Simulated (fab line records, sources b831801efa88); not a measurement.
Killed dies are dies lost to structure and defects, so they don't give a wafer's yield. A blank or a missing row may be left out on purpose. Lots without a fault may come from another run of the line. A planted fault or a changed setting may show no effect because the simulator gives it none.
Which tool did it? | flow gf180mcu | 24 lots, 72 wafers sampled, at 6 steps of a route of 602

WHAT THE GAUGES READ, wafer by wafer
GF_M4_RS_MEAS_05: measures by four-point-probe.
lot  | measured     | on            | M4_ALCU_RS (ohm/sq)
L074 | day 22 15:02 | film_metro-01 | 0.0682 0.0675 0.0676
L075 | day 22 21:07 | film_metro-04 | 0.0669 0.0659 0.0672
L076 | day 23 14:58 | film_metro-03 | 0.0669 0.0659 0.0667
L077 | day 23 20:57 | film_metro-03 | 0.0674 0.0668 0.0671
L078 | day 24 02:43 | film_metro-03 | 0.0683 0.0680 0.0679
L079 | day 24 08:37 | film_metro-03 | 0.0685 0.0677 0.0674
L080 | day 24 23:13 | film_metro-03 | 0.0681 0.0681 0.0685
L081 | day 25 02:46 | film_metro-03 | 0.0681 0.0690 0.0682
L082 | day 25 18:22 | film_metro-04 | 0.0664 0.0675 0.0671
L083 | day 25 21:29 | film_metro-04 | 0.0667 0.0679 0.0669
L084 | day 26 03:56 | film_metro-03 | 0.0654 0.0661 0.0664
L085 | day 26 15:40 | film_metro-01 | 0.0684 0.0686 0.0683
L086 | day 26 21:46 | film_metro-03 | 0.0670 0.0671 0.0668
L087 | day 27 03:44 | film_metro-01 | 0.0683 0.0682 0.0679
L088 | day 27 15:16 | film_metro-03 | 0.0675 0.0674 0.0685
L089 | day 27 15:40 | film_metro-01 | 0.0667 0.0664 0.0666
L090 | day 27 22:52 | film_metro-01 | 0.0671 0.0671 0.0669
L091 | day 28 05:53 | film_metro-01 | 0.0683 0.0676 0.0684
L092 | day 28 12:52 | film_metro-01 | 0.0666 0.0665 0.0668
L093 | day 28 21:28 | film_metro-01 | 0.0676 0.0679 0.0680
L094 | day 29 03:36 | film_metro-01 | 0.0671 0.0664 0.0662
L095 | day 29 13:51 | film_metro-04 | 0.0680 0.0674 0.0684
L096 | day 29 14:53 | film_metro-04 | 0.0679 0.0679 0.0681
L097 | day 29 19:26 | film_metro-04 | 0.0668 0.0677 0.0669

GF_V4_BOW_MEAS_05.
lot  | measured     | on            | V4_BOW (um)
L074 | day 23 14:57 | film_metro-04 | 130 128 128
L075 | day 23 20:49 | film_metro-02 | 130 115 130
L076 | day 24 18:43 | film_metro-03 | 128 137 136
L077 | day 24 20:44 | film_metro-04 | 135 146 139
L078 | day 25 01:55 | film_metro-04 | 129 134 137
L079 | day 25 07:34 | film_metro-04 | 140 158 155
L080 | day 25 22:13 | film_metro-03 | 125 142 133
L081 | day 26 01:27 | film_metro-04 | 128 132 129
L082 | day 26 15:36 | film_metro-03 | 142 139 144
L083 | day 26 19:59 | film_metro-04 | 127 139 145
L084 | day 27 01:55 | film_metro-02 | 140 135 120
L085 | day 27 13:01 | film_metro-03 | 137 133 123
L086 | day 27 19:29 | film_metro-03 | 124 138 125
L087 | day 28 01:14 | film_metro-02 | 133 137 143
L088 | day 28 12:55 | film_metro-03 | 141 128 140
L089 | day 28 13:08 | film_metro-02 | 136 143 142
L090 | day 28 19:43 | film_metro-03 | 122 145 127
L091 | day 29 02:17 | film_metro-02 | 132 136 143
L092 | day 29 09:28 | film_metro-02 | 140 141 135
L093 | day 29 17:48 | film_metro-03 | 143 141 149
L094 | day 30 00:00 | film_metro-04 | 141 149 140
L095 | day 30 10:28 | film_metro-03 | 137 134 144
L096 | day 30 11:09 | film_metro-04 | 145 133 137
L097 | day 30 15:49 | film_metro-03 | 136 135 127

GF_MIM_THK_MEAS_11: measures by xrf.
lot  | measured     | on            | MIM_ALCU_THK (nm)
L074 | day 24 16:28 | film_metro-01 | 202.8 206.2 207.2
L075 | day 24 20:56 | film_metro-02 | 198.8 201.4 199.1
L076 | day 25 17:21 | film_metro-02 | 202.6 199.9 201.7
L077 | day 25 20:06 | film_metro-02 | 203.4 202.2 204.9
L078 | day 26 01:38 | film_metro-01 | 201.9 199.3 202.2
L079 | day 26 06:50 | film_metro-01 | 204.4 202.7 204.6
L080 | day 26 21:38 | film_metro-01 | 199.5 199.9 199.4
L081 | day 27 00:36 | film_metro-04 | 197.9 198.0 197.4
L082 | day 27 13:31 | film_metro-02 | 198.4 199.3 199.1
L083 | day 27 18:47 | film_metro-02 | 201.6 205.0 202.5
L084 | day 28 00:18 | film_metro-04 | 203.7 201.0 202.1
L085 | day 28 10:38 | film_metro-01 | 202.2 204.4 199.1
L086 | day 28 17:01 | film_metro-01 | 202.0 203.9 205.1
L087 | day 28 23:19 | film_metro-01 | 202.1 202.2 200.6
L088 | day 29 09:35 | film_metro-04 | 200.8 200.5 199.4
L089 | day 29 10:47 | film_metro-04 | 198.4 200.7 201.5
L090 | day 29 16:26 | film_metro-02 | 203.4 202.7 200.9
L091 | day 29 23:19 | film_metro-01 | 200.7 200.3 199.4
L092 | day 30 06:17 | film_metro-04 | 201.6 200.8 201.6
L093 | day 30 21:29 | film_metro-04 | 195.8 197.2 195.2
L094 | day 30 20:30 | film_metro-04 | 199.2 201.7 199.7
L095 | day 31 06:26 | film_metro-04 | 202.9 197.8 199.1
L096 | day 31 07:15 | film_metro-04 | 198.8 199.1 200.1
L097 | day 31 11:58 | film_metro-04 | 201.2 197.9 198.2

WHICH TOOL RAN EACH LOT (tool, then ch and the chambers of the sampled wafers, then the start)
lot  | GF_V3_CMP_26                  | GF_MIM_SPUTTER_03            | GF_MIM_CVD_05
L074 | cmp-02 ch 0,2,3, day 22 14:34 | pvd_sputter-01, day 24 16:05 | pecvd-02 ch 0,1, day 24 16:09
L075 | cmp-02 ch 0,1,3, day 22 20:36 | pvd_sputter-03, day 24 20:34 | pecvd-04 ch 0,1,2, day 24 20:38
L076 | cmp-01 ch 1,2, day 23 14:27   | pvd_sputter-02, day 25 16:59 | pecvd-03 ch 0,1,2, day 25 17:02
L077 | cmp-02 ch 1,2,3, day 23 20:23 | pvd_sputter-03, day 25 19:43 | pecvd-02 ch 0,1,2, day 25 19:47
L078 | cmp-01 ch 0,1,3, day 24 02:11 | pvd_sputter-02, day 26 01:15 | pecvd-03 ch 0,1, day 26 01:19
L079 | cmp-01 ch 1,2,3, day 24 08:05 | pvd_sputter-03, day 26 06:28 | pecvd-02 ch 0,1,2, day 26 06:31
L080 | cmp-01 ch 1,2,3, day 24 22:47 | pvd_sputter-02, day 26 21:16 | pecvd-04 ch 0,1,2, day 26 21:20
L081 | cmp-02 ch 1,2, day 25 02:14   | pvd_sputter-02, day 27 00:13 | pecvd-02 ch 0,1,2, day 27 00:17
L082 | cmp-01 ch 0,1,2, day 25 17:51 | pvd_sputter-01, day 27 13:08 | pecvd-04 ch 0,1,2, day 27 13:11
L083 | cmp-02 ch 1,2,3, day 25 20:59 | pvd_sputter-01, day 27 18:24 | pecvd-03 ch 0,1,2, day 27 18:28
L084 | cmp-01 ch 0,1,3, day 26 03:31 | pvd_sputter-03, day 27 23:56 | pecvd-04 ch 0,1, day 27 23:59
L085 | cmp-01 ch 0,1,3, day 26 15:16 | pvd_sputter-03, day 28 10:16 | pecvd-02 ch 0,1,2, day 28 10:19
L086 | cmp-02 ch 1,2, day 26 21:15   | pvd_sputter-01, day 28 16:38 | pecvd-04 ch 0,2, day 28 16:41
L087 | cmp-02 ch 0,2,3, day 27 03:22 | pvd_sputter-01, day 28 22:57 | pecvd-03 ch 0,2, day 28 23:01
L088 | cmp-02 ch 0,1,2, day 27 14:44 | pvd_sputter-01, day 29 09:13 | pecvd-04 ch 0,1, day 29 09:16
L089 | cmp-01 ch 1,2,3, day 27 15:08 | pvd_sputter-03, day 29 10:25 | pecvd-03 ch 0,1,2, day 29 10:29
L090 | cmp-02 ch 0,3, day 27 22:20   | pvd_sputter-02, day 29 16:03 | pecvd-03 ch 0,1, day 29 16:07
L091 | cmp-02 ch 0,1,3, day 28 05:20 | pvd_sputter-01, day 29 22:56 | pecvd-04 ch 0,1,2, day 29 23:00
L092 | cmp-02 ch 2,3, day 28 12:23   | pvd_sputter-02, day 30 05:55 | pecvd-02 ch 0,1, day 30 05:59
L093 | cmp-02 ch 0,1, day 28 20:56   | pvd_sputter-03, day 30 21:07 | pecvd-04 ch 0,1,2, day 30 21:10
L094 | cmp-01 ch 0,2,3, day 29 03:04 | pvd_sputter-03, day 30 20:07 | pecvd-03 ch 0,1,2, day 30 20:11
L095 | cmp-01 ch 1,2,3, day 29 13:28 | pvd_sputter-01, day 31 06:04 | pecvd-02 ch 0,1,2, day 31 06:07
L096 | cmp-01 ch 2,3, day 29 14:22   | pvd_sputter-02, day 31 06:52 | pecvd-02 ch 0,1, day 31 06:55
L097 | cmp-01 ch 2,3, day 29 18:53   | pvd_sputter-03, day 31 11:35 | pecvd-02 ch 0,2, day 31 11:39
- GF_V3_CMP_26: polishes, stops on SiO2, t overpolish 15 s, target thk 0 nm.
- GF_MIM_SPUTTER_03: material Ti, target thk 10 nm, time 6.7 s.
- GF_MIM_CVD_05: deposits Si3N4, target thk 42 nm, time 29.086 s.

WHAT THE TOOLS THEMSELVES READ (means of the sampled wafers that have a number; where no wafer has one, the mark that the record gives instead)
GF_V3_CMP_26.
lot  | tool   | edge_zone_pressure_frac | motor_current_A (A) | overpolish_run_s (s) | time_to_endpoint_s (s)
L074 | cmp-02 | 1.000                   | 10.1                | 15.003               | 88
L075 | cmp-02 | 0.997                   | 10.8                | 15.002               | 91
L076 | cmp-01 | 1.005                   | 10.8                | 14.999               | 88
L077 | cmp-02 | 1.001                   | 10.3                | 15.007               | 87
L078 | cmp-01 | 1.000                   | 11.6                | 15.001               | 86
L079 | cmp-01 | 1.001                   | 11.0                | 15.000               | 86
L080 | cmp-01 | 1.001                   | 11.4                | 14.991               | 91
L081 | cmp-02 | 1.000                   | 11.4                | 14.998               | 87
L082 | cmp-01 | 1.000                   | 11.4                | 15.005               | 84
L083 | cmp-02 | 1.001                   | 10.8                | 14.990               | 90
L084 | cmp-01 | 1.003                   | 11.4                | 14.997               | 85
L085 | cmp-01 | 0.999                   | 11.8                | 14.993               | 90
L086 | cmp-02 | 1.003                   | 11.1                | 14.996               | 90
L087 | cmp-02 | 0.999                   | 10.1                | 15.001               | 90
L088 | cmp-02 | 1.003                   | 11.2                | 15.004               | 93
L089 | cmp-01 | 1.002                   | 11.4                | 15.001               | 83
L090 | cmp-02 | 1.001                   | 10.3                | 14.993               | 95
L091 | cmp-02 | 1.000                   | 10.5                | 15.003               | 88
L092 | cmp-02 | 1.005                   | 10.0                | 15.000               | 92
L093 | cmp-02 | 1.002                   | 11.8                | 15.001               | 88
L094 | cmp-01 | 1.000                   | 12.1                | 15.001               | 83
L095 | cmp-01 | 1.002                   | 11.1                | 14.997               | 88
L096 | cmp-01 | 0.998                   | 11.9                | 14.995               | 87
L097 | cmp-01 | 0.996                   | 11.7                | 15.004               | 91

GF_MIM_SPUTTER_03.
lot  | tool           | throttle_valve_pct (%)
L074 | pvd_sputter-01 | 28.1
L075 | pvd_sputter-03 | 30.2
L076 | pvd_sputter-02 | 30.7
L077 | pvd_sputter-03 | 30.0
L078 | pvd_sputter-02 | 30.2
L079 | pvd_sputter-03 | 31.3
L080 | pvd_sputter-02 | 30.3
L081 | pvd_sputter-02 | 30.3
L082 | pvd_sputter-01 | 28.2
L083 | pvd_sputter-01 | 28.1
L084 | pvd_sputter-03 | 30.4
L085 | pvd_sputter-03 | 31.4
L086 | pvd_sputter-01 | 27.8
L087 | pvd_sputter-01 | 27.9
L088 | pvd_sputter-01 | 27.8
L089 | pvd_sputter-03 | 31.4
L090 | pvd_sputter-02 | 30.3
L091 | pvd_sputter-01 | 28.6
L092 | pvd_sputter-02 | 31.2
L093 | pvd_sputter-03 | 31.1
L094 | pvd_sputter-03 | 31.4
L095 | pvd_sputter-01 | 28.3
L096 | pvd_sputter-02 | 30.4
L097 | pvd_sputter-03 | 30.5

GF_MIM_CVD_05.
lot  | tool     | heater_power_w (W)
L074 | pecvd-02 | 575
L075 | pecvd-04 | 630
L076 | pecvd-03 | 676
L077 | pecvd-02 | 663
L078 | pecvd-03 | 631
L079 | pecvd-02 | 613
L080 | pecvd-04 | 618
L081 | pecvd-02 | 626
L082 | pecvd-04 | 640
L083 | pecvd-03 | 632
L084 | pecvd-04 | 567
L085 | pecvd-02 | 615
L086 | pecvd-04 | 606
L087 | pecvd-03 | 702
L088 | pecvd-04 | 563
L089 | pecvd-03 | 632
L090 | pecvd-03 | 676
L091 | pecvd-04 | 595
L092 | pecvd-02 | 602
L093 | pecvd-04 | 614
L094 | pecvd-03 | 614
L095 | pecvd-02 | 611
L096 | pecvd-02 | 595
L097 | pecvd-02 | 651

THE ANSWER, worked out from the rows above alone
Rule: what is usual is taken from the lots themselves. Put in order of their means at a reading, lots are off if they are a third of the lots or fewer, leave a main group of 4 or more, and stand apart from it by a gap of 3 or more times the standard deviation of the main group's means; of several such gaps the widest counts. A main group whose means are all the same, to the digits that the tables above print for the reading, isn't used. A lot without any number at a reading at which 4 lots or more have one is off too. The other lots that the step has rows for count as sound. The gauges are gone through in route order, then the tools' own readings, and for those a lot's mean is taken as printed above. The first step at which some lot is off is used, and at that step the reading that is off furthest; a lot without a number counts as furthest.
No lot is off at any reading shown: from this, nothing can be told.

WHAT THE SIMULATOR HAD PUT IN
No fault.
